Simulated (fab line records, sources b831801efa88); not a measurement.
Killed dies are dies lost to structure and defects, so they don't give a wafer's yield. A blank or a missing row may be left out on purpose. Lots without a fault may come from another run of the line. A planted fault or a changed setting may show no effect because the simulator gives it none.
Which tool did it? | flow sky130 | 14 lots, 42 wafers sampled, at 2 steps of a route of 708

WHAT THE GAUGES READ, wafer by wafer
SKY_CONTACT_BOW_MEAS_05.
lot  | measured     | on            | CONTACT_BOW (um)
L847 | day 30 15:32 | film_metro-02 | 75 85 85
L849 | day 31 09:20 | film_metro-04 | 79 91 74
L851 | day 31 16:58 | film_metro-02 | 84 72 96
L858 | day 34 09:16 | film_metro-02 | 82 86 86
L859 | day 34 11:42 | film_metro-03 | 78 76 86
L860 | day 34 20:02 | film_metro-04 | 82 78 69
L862 | day 35 15:43 | film_metro-03 | 99 92 88
L864 | day 36 12:28 | film_metro-04 | 78 84 76
L865 | day 36 13:18 | film_metro-03 | 82 97 98
L866 | day 36 14:08 | film_metro-02 | 83 79 78
L867 | day 36 20:26 | film_metro-03 | 83 93 81
L868 | day 37 05:10 | film_metro-03 | 74 77 72
L869 | day 37 13:24 | film_metro-04 | 78 86 86
L870 | day 37 23:02 | film_metro-03 | 92 101 98

SKY_CONTACT_CD_MEAS_14: target cd 170 nm.
lot  | measured     | on        | cd_nm (nm)
L847 | day 31 18:58 | cd_sem-01 | 170.4 172.0 170.9
L849 | day 32 13:36 | cd_sem-02 | 170.5 168.1 169.2
L851 | day 32 20:41 | cd_sem-01 | 166.4 167.0 169.2
L858 | day 35 11:25 | cd_sem-01 | 172.2 170.3 171.5
L859 | day 35 13:49 | cd_sem-01 | 171.2 170.2 171.4
L860 | day 35 22:02 | cd_sem-01 | 169.4 167.3 168.6
L862 | day 36 17:44 | cd_sem-01 | 170.3 170.5 169.9
L864 | day 37 13:52 | cd_sem-01 | 167.8 167.6 167.5
L865 | day 37 15:38 | cd_sem-01 | 171.3 169.2 169.7
L866 | day 37 15:58 | cd_sem-01 | 167.0 168.2 167.9
L867 | day 37 22:39 | cd_sem-01 | 169.3 169.0 169.3
L868 | day 38 07:26 | cd_sem-01 | 172.0 172.0 173.1
L869 | day 38 15:07 | cd_sem-01 | 171.4 169.2 171.3
L870 | day 39 00:41 | cd_sem-01 | 168.6 168.5 169.4

WHICH TOOL RAN EACH LOT (tool, then ch and the chambers of the sampled wafers, then the start)
The record holds no process step before these readings.

WHAT THE TOOLS THEMSELVES READ (means of the sampled wafers that have a number; where no wafer has one, the mark that the record gives instead)
The record holds no such reading with a usual standard deviation.

THE ANSWER, worked out from the rows above alone
Rule: what is usual is taken from the lots themselves. Put in order of their means at a reading, lots are off if they are a third of the lots or fewer, leave a main group of 4 or more, and stand apart from it by a gap of 3 or more times the standard deviation of the main group's means; of several such gaps the widest counts. A main group whose means are all the same, to the digits that the tables above print for the reading, isn't used. A lot without any number at a reading at which 4 lots or more have one is off too. The other lots that the step has rows for count as sound. The gauges are gone through in route order, then the tools' own readings, and for those a lot's mean is taken as printed above. The first step at which some lot is off is used, and at that step the reading that is off furthest; a lot without a number counts as furthest.
No lot is off at any reading shown: from this, nothing can be told.

WHAT THE SIMULATOR HAD PUT IN
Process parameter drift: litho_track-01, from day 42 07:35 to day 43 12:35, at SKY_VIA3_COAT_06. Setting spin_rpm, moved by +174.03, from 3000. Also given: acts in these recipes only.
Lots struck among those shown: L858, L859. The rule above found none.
